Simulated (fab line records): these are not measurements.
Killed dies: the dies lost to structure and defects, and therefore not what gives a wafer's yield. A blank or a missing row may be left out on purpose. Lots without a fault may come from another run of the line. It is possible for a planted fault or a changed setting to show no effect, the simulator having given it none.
fab line records | flow sky130
record: lots: 12 wafers: 36 last-day: 50
route steps=708 shown METAL4@602 METAL5@664 PAD_OPEN@708
lots that met no fault: from a run of the same line without faults
start-h: hours from the record's first day to the start of the lot's first wafer shown | wait-h: hours from the lot's prior step to this one | " same as the row above | L1.1+2: one row covering several wafers at once | - either no value or no given start | * or withheld: withheld | < > ~ a bound
route shown NAME@n: names a module that has steps shown in the file, with the first one's number in the route | usual: the fault-free wafers' mean and standard deviation | same: alike in all rows | chamber/n: place in a boat | sites: each site's reading | _std_site: how widely they spread, as a standard deviation | _edge_site: the outer-site mean with the inner-site mean subtracted | radius-mm: for every site, how far away it sits from the centre of the wafer | mask NAME#n: copy n | behind: the tool/chamber that last shaped the wafer | hold: why the lot went on hold/how many hours it stayed there/how the hold came to an end | device: the transistor (n, p or np) that didn't switch | end of line: at the end of the route, the tests of the same wafers | where a step has no rows: the recipe by itself | killed: not the wafer's yield, but the dies lost to structure and defects at the first sort | map: a wafer's dies, marking killed ones x, the rest . and places with no die _
set.NAME: the setting that was run; set.NAME@STEP: the one run at that earlier step | model.NAME: the simulator's own value behind a step, which no gauge read
a sample of lots followed through the steps of the route, with each step as a table and each wafer as a row
services: when a tool's chamber went out of use (start-h, in hours from the record's first day, below 0 if earlier), for how many hours, and the reason
== steps ==
step: SKY_METAL4_SPUTTER_04
recipe: material: TiN target-thk-nm: 70 power-w: 6500 time-s: 58.3 chamber-pressure-pa: 0.4
usual: chamber-pressure-pa: 0.4000/0.00078 throttle-valve-pct: 29.9/1
same: time-s: 58.3
columns lot.wafer tool chamber start-h wait-h chamber-pressure-pa throttle-valve-pct
L618.1 pvd-sputter-04 - 947.52 0.0 0.4006 29.4
L618.2 " - " " 0.4010 29.4
L618.5 " - " " 0.3995 31.6
L619.2 pvd-sputter-02 - 949.05 0.0 0.4004 30.1
L619.3 " - " " 0.4007 30.4
L619.6 " - " " 0.4009 30.2
L620.1 pvd-sputter-04 - 963.34 0.0 0.3998 29.2
L620.3 " - " " 0.4005 31.3
L620.4 " - " " 0.3997 29.1
L622.3 pvd-sputter-02 - 967.89 0.0 0.3982 29.9
L622.4 " - " " 0.3997 28.4
L622.6 " - " " 0.4003 31.3
L621.3 pvd-sputter-04 - 971.34 0.0 0.3996 31.6
L621.4 " - " " 0.3988 29.5
L621.6 " - " " 0.3979 29.4
L623.3 pvd-sputter-04 - 979.87 0.0 0.4008 29.3
L623.5 " - " " 0.4001 28.9
L623.6 " - " " 0.3999 29.3
L631.1 pvd-sputter-03 - 1035.45 0.0 0.4001 29.3
L631.2 " - " " 0.4005 30.4
L631.6 " - " " 0.4004 30.3
L629.2 pvd-sputter-04 - 1040.66 0.0 0.4000 29.6
L629.4 " - " " 0.3996 29.1
L629.5 " - " " 0.4002 29.2
L634.4 pvd-sputter-03 - 1047.34 0.0 0.4003 29.1
L634.5 " - " " 0.4005 29.2
L634.6 " - " " 0.4007 31.1
L636.2 pvd-sputter-03 - 1065.54 0.0 0.3995 30.8
L636.3 " - " " 0.4001 30.6
L636.5 " - " " 0.4004 28.9
L637.4 pvd-sputter-02 - 1065.96 0.0 0.4005 30.1
L637.5 " - " " 0.4010 30.3
L637.6 " - " " 0.3996 28.2
L639.2 pvd-sputter-03 - 1077.65 0.0 0.3998 29.1
L639.4 " - " " 0.3993 30.4
L639.5 " - " " 0.4004 28.8
step: SKY_METAL5_SPUTTER_03
recipe: material: Ti target-thk-nm: 5 power-w: 3000 time-s: 3.3 chamber-pressure-pa: 0.4
usual: chamber-pressure-pa: 0.4000/0.00093 throttle-valve-pct: 30.1/0.93
same: time-s: 3.3
columns lot.wafer tool chamber start-h wait-h chamber-pressure-pa throttle-valve-pct
L618.1 pvd-sputter-01 - 1021.91 0.0 0.4010 29.6
L618.2 " - " " 0.4008 30.7
L618.5 " - " " 0.4011 31.4
L619.2 pvd-sputter-02 - 1023.22 0.0 0.3988 30.6
L619.3 " - " " 0.4002 30.0
L619.6 " - " " 0.3993 28.4
L620.1 pvd-sputter-01 - 1036.42 0.0 0.3997 30.9
L620.3 " - " " 0.3994 29.9
L620.4 " - " " 0.3995 31.4
L622.3 pvd-sputter-02 - 1040.40 0.0 0.3986 28.1
L622.4 " - " " 0.3991 31.1
L622.6 " - " " 0.4002 28.3
L621.3 pvd-sputter-02 - 1044.63 0.0 0.4008 30.7
L621.4 " - " " 0.4017 30.2
L621.6 " - " " 0.3992 31.1
L623.3 pvd-sputter-03 - 1050.92 0.0 0.3986 30.4
L623.5 " - " " 0.4009 30.9
L623.6 " - " " 0.3987 28.9
L631.1 pvd-sputter-02 - 1102.82 0.0 0.3994 31.1
L631.2 " - " " 0.4009 30.2
L631.6 " - " " 0.4012 28.3
L629.2 pvd-sputter-02 - 1108.18 0.0 0.4002 28.2
L629.4 " - " " 0.4005 30.7
L629.5 " - " " 0.4011 30.0
L634.4 pvd-sputter-02 - 1113.92 0.0 0.4001 28.5
L634.5 " - " " 0.4009 30.3
L634.6 " - " " 0.3996 30.7
L636.2 pvd-sputter-01 - 1130.72 0.0 0.3997 31.1
L636.3 " - " " 0.3997 29.7
L636.5 " - " " 0.4006 29.7
L637.4 pvd-sputter-03 - 1130.97 0.0 0.3993 29.0
L637.5 " - " " 0.3991 28.9
L637.6 " - " " 0.4004 29.0
L639.2 pvd-sputter-01 - 1140.25 0.0 0.4004 31.2
L639.4 " - " " 0.4005 31.1
L639.5 " - " " 0.3989 30.1
step: SKY_METAL5_SOFTBAKE_10
recipe: temp-c: 90 time-s: 60 resist: NOVOLAK
usual: plate-temp-C: 89.99/0.12 run-length-s: 89.08/0.2
columns lot.wafer tool chamber start-h wait-h plate-temp-C run-length-s
L618.1 litho-track-03 0 1033.77 0.1 89.91 88.71
L618.2 " 0 " " 89.91 88.78
L618.5 " 0 " " 89.92 88.76
L619.2 litho-track-03 0 1034.75 0.1 90.01 88.88
L619.3 " 0 " " 90.04 88.81
L619.6 " 0 " " 90.01 88.75
L620.1 litho-track-03 0 1047.12 0.1 90.16 98.23
L620.3 " 0 " " 89.93 98.30
L620.4 " 0 " " 90.01 98.23
L622.3 litho-track-02 0 1051.33 0.1 89.95 89.16
L622.4 " 0 " " 89.95 89.18
L622.6 " 0 " " 89.93 89.28
L621.3 litho-track-02 0 1055.88 0.1 90.03 89.08
L621.4 " 0 " " 90.06 89.21
L621.6 " 0 " " 90.00 89.26
L623.3 litho-track-03 0 1061.87 0.1 89.84 98.29
L623.5 " 0 " " 90.04 98.45
L623.6 " 0 " " 90.14 98.34
L631.1 litho-track-01 0 1112.82 0.1 89.87 89.16
L631.2 " 0 " " 89.73 89.31
L631.6 " 0 " " 89.97 89.25
L629.2 litho-track-01 0 1117.95 0.1 89.97 89.17
L629.4 " 0 " " 89.95 89.28
L629.5 " 0 " " 90.22 89.10
L634.4 litho-track-01 0 1123.40 0.1 89.93 89.15
L634.5 " 0 " " 89.88 89.16
L634.6 " 0 " " 90.06 89.53
L636.2 litho-track-03 0 1140.30 0.1 89.98 88.84
L636.3 " 0 " " 90.02 88.87
L636.5 " 0 " " 89.83 88.80
L637.4 litho-track-03 0 1140.95 0.1 89.98 89.10
L637.5 " 0 " " 90.01 89.00
L637.6 " 0 " " 90.00 88.97
L639.2 litho-track-02 0 1149.55 0.1 89.83 89.14
L639.4 " 0 " " 89.99 89.21
L639.5 " 0 " " 89.83 89.16
step: SKY_METAL5_DESCUM_14
recipe: chemistry: O2 source-power-w: 150 bias-power-w: 0 pressure-mtorr: 10 temp-c: 40 time-s: 11
usual: drypump-motor-current-A: 5.7/0.55 oes-product-au: 1.000/0.0073
same: time-s: 11
columns lot.wafer tool chamber start-h wait-h drypump-motor-current-A oes-product-au rf-hours-counter-h
L618.1 rie-metal-04 0 1044.47 0.1 5.1 0.999 16
L618.2 " 1 " " 5.2 1.011 14
L618.5 " 1 " " 5.2 1.008 -
L619.2 rie-metal-03 0 1045.33 0.1 5.7 1.003 12
L619.3 " 0 " " 5.7 0.996 -
L619.6 " 1 " " 6.6 0.990 -
L620.1 rie-metal-04 1 1057.53 0.1 5.2 1.002 15
L620.3 " 0 " " 5.1 0.992 -
L620.4 " 1 " " 5.2 1.004 -
L622.3 rie-metal-01 0 1062.18 0.1 6.1 0.993 -
L622.4 " 1 " " 6.0 1.007 -
L622.6 " 0 " " 6.0 0.995 -
L621.3 rie-metal-01 1 1066.08 0.1 6.0 0.989 -
L621.4 " 0 " " 6.1 0.989 -
L621.6 " 0 " " 6.1 0.990 -
L623.3 rie-metal-01 1 1072.43 0.1 6.0 1.008 -
L623.5 " 0 " " 6.1 0.998 -
L623.6 " 1 " " 6.0 1.001 -
L631.1 rie-metal-01 0 1122.38 0.1 6.1 0.987 5
L631.2 " 1 " " 5.9 1.006 26
L631.6 " 0 " " 6.1 0.994 -
L629.2 rie-metal-03 0 1127.38 0.1 5.7 0.995 17
L629.4 " 0 " " 5.7 0.987 -
L629.5 " 0 " " 5.7 0.990 -
L634.4 rie-metal-04 0 1132.89 0.1 5.0 1.006 -
L634.5 " 1 " " 5.2 1.005 -
L634.6 " 0 " " 5.1 1.001 -
L636.2 rie-metal-04 0 1149.52 0.1 5.1 0.997 24
L636.3 " 1 " " 5.3 1.003 -
L636.5 " 1 " " 5.3 0.999 -
L637.4 rie-metal-03 1 1149.99 0.1 6.6 1.015 -
L637.5 " 1 " " 6.7 1.002 -
L637.6 " 0 " " 5.6 0.998 -
L639.2 rie-metal-03 0 1158.27 0.1 5.7 0.990 21
L639.4 " 1 " " 6.6 1.007 -
L639.5 " 1 " " 6.7 0.998 -
step: SKY_PAD_OPEN_PROBE_99
usual: defect-limited-yield: 82.4/2.2 killed_at_M0_to_M3: 44/7.7 killed_at_M4_up: 3.2/1.7 killed-at-contacts: 24/5.3 killed-at-front-end: 15/4.3 killed-at-other: 0.3/0.57 killed-dies: 87/11 killed-open: 47/7.4 killed-short: 40/6.5 sort_bin_3_pad_short: 0.8/0.4 sort_bin_5_function: 10.5/1.6 sort_bin_6_memory: 6.3/1.2 sort-n-pass: 405/11 sort-yield-pct: 82.4/2.2
same: gross-dies: 492 killed-at-back-side: 0 sort_bin_4_leakage[%]: 0 sort_bin_8_speed[%]: 0
columns lot.wafer tool chamber start-h wait-h defect-limited-yield[%] killed_at_M0_to_M3 killed_at_M4_up killed-at-contacts killed-at-front-end killed-at-other killed-dies killed-open killed-short sort_bin_3_pad_short[%] sort_bin_5_function[%] sort_bin_6_memory[%] sort-n-pass sort-yield-pct[%]
L618.1 prober-02 - 1090.73 0.1 82.9 43 2 25 14 0 84 43 41 0.8 11.2 5.1 408 82.9
L618.2 prober-02 - 1090.78 0.1 82.7 45 4 24 12 0 85 48 36 0.6 10.4 6.3 407 82.7
L618.5 prober-02 - 1090.93 0.2 83.3 42 3 23 13 1 82 42 39 0 11.6 5.1 410 83.3
L631.1 prober-02 - 1162.29 0.1 81.9 43 3 23 19 1 89 41 48 1.2 10.6 6.3 403 81.9
L631.2 prober-02 - 1162.34 0.1 83.1 34 3 26 20 0 83 42 41 0.8 11.6 4.5 409 83.1
L631.6 prober-02 - 1162.54 0.2 84.6 42 5 17 12 0 76 43 33 0.2 8.9 6.3 416 84.6
L634.4 prober-02 - 1172.25 0.2 82.5 50 2 19 15 0 86 40 46 1.4 9.1 6.9 406 82.5
L634.5 prober-02 - 1172.30 0.2 82.9 50 3 14 17 0 84 39 45 1.0 11.0 5.1 408 82.9
L634.6 prober-02 - 1172.35 0.2 84.6 32 3 25 16 0 76 36 40 0.6 9.3 5.5 416 84.6
killed by level:class
L618.1 METAL1:geometric-particle:short=10 CONTACT:geometric-particle:open=9 VIA1:geometric-particle:open=8 LI_CONTACT:geometric-particle:open=6 METAL2:geometric-particle:short=5 CONTACT:geometric-particle:short=5 VIA2:geometric-particle:open=4 VIA1:geometric-particle:short=4
L618.2 VIA1:geometric-particle:open=10 CONTACT:geometric-particle:open=9 VIA3:geometric-particle:open=8 METAL1:geometric-particle:short=6 LI_CONTACT:geometric-particle:open=5 LOCAL_INTERCONNECT:geometric-particle:short=5 VIA1:geometric-particle:short=5 VIA2:geometric-particle:open=5
L618.5 CONTACT:geometric-particle:open=11 LI_CONTACT:geometric-particle:open=8 VIA1:geometric-particle:open=7 METAL2:geometric-particle:short=6 VIA2:geometric-particle:open=6 FIELD_ISO:geometric-particle:short=5 VIA3:geometric-particle:short=5 METAL1:geometric-particle:short=4
L631.1 VIA1:geometric-particle:open=8 VIA2:geometric-particle:open=8 METAL3:geometric-particle:short=7 FIELD_ISO:geometric-particle:short=6 LI_CONTACT:geometric-particle:short=6 LI_CONTACT:geometric-particle:open=6 METAL1:geometric-particle:short=5 CONTACT:geometric-particle:short=5
L631.2 CONTACT:geometric-particle:open=11 FIELD_ISO:geometric-particle:short=9 VIA1:geometric-particle:open=9 LI_CONTACT:geometric-particle:open=6 METAL2:geometric-particle:short=5 METAL1:geometric-particle:short=4 LOCAL_INTERCONNECT:geometric-particle:short=4 POLY_GATE:geometric-particle:open=3
L631.6 LI_CONTACT:geometric-particle:open=10 VIA1:geometric-particle:open=10 VIA2:geometric-particle:open=8 METAL1:geometric-particle:short=5 VIA1:geometric-particle:short=5 VIA3:geometric-particle:open=5 FIELD_ISO:geometric-particle:open=4 METAL4:geometric-particle:short=4
L634.4 VIA1:geometric-particle:open=10 VIA3:geometric-particle:open=8 VIA3:geometric-particle:short=7 METAL1:geometric-particle:short=6 CONTACT:geometric-particle:open=6 VIA1:geometric-particle:short=5 FIELD_ISO:geometric-particle:short=4 FIELD_ISO:geometric-particle:open=4
L634.5 VIA1:geometric-particle:open=13 VIA2:geometric-particle:open=7 VIA3:geometric-particle:short=7 POLY_GATE:geometric-particle:short=6 VIA3:geometric-particle:open=6 METAL1:geometric-particle:short=6 FIELD_ISO:geometric-particle:short=4 POLY_GATE:geometric-particle:open=4
L634.6 LI_CONTACT:geometric-particle:open=10 FIELD_ISO:geometric-particle:short=6 LOCAL_INTERCONNECT:geometric-particle:short=6 METAL1:geometric-particle:short=6 VIA1:geometric-particle:open=6 VIA2:geometric-particle:open=5 FIELD_ISO:geometric-particle:open=4 POLY_GATE:geometric-particle:open=4
== services ==
columns tool chamber start-h hours kind
pvd-sputter-04 - 925.88 7.3 repair
rie-metal-01 1 935.69 20.8 repair
pvd-sputter-02 - 945.25 1.4 repair
pvd-sputter-01 - 951.27 4.6 repair
pvd-sputter-02 - 954.11 7.1 repair
rie-metal-01 1 998.79 8.6 repair
rie-metal-01 0 1005.77 28.4 repair
pvd-sputter-04 - 1010.93 0.6 repair
pvd-sputter-01 - 1011.51 0.9 repair
pvd-sputter-01 - 1013.53 1.3 repair
rie-metal-03 0 1021.99 3.2 repair
rie-metal-01 0 1034.19 - clean
rie-metal-01 0 1034.19 24.9 scheduled-down
rie-metal-01 0 1034.19 24.9 vent-cycle
pvd-sputter-03 - 1058.21 7.2 repair
pvd-sputter-03 - 1076.68 0.8 repair
pvd-sputter-04 - 1146.58 8.8 repair
pvd-sputter-01 - 1148.77 3.7 repair
pvd-sputter-02 - 1157.08 1.7 repair
== key ==
first-sign: step: SKY_METAL5_SOFTBAKE_10 reading: run-length-s direction: up sigmas: 47 usual: * struck: *
effect none on later readings
met-at SKY_METAL5_SOFTBAKE_10
struck-lots L620,L623
not-acting-at SKY_METAL4_SPUTTER_04,SKY_METAL5_SPUTTER_03,SKY_METAL5_DESCUM_14
onset-between 1034.75 1047.12
fault: kind: process-parameter-drift tool: litho-track-03 chamber: - onset-h: 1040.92 steps: SKY_METAL5_SOFTBAKE_10 channel: time-s offset: * shape: step end-h: 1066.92 acts-in: * stated: *
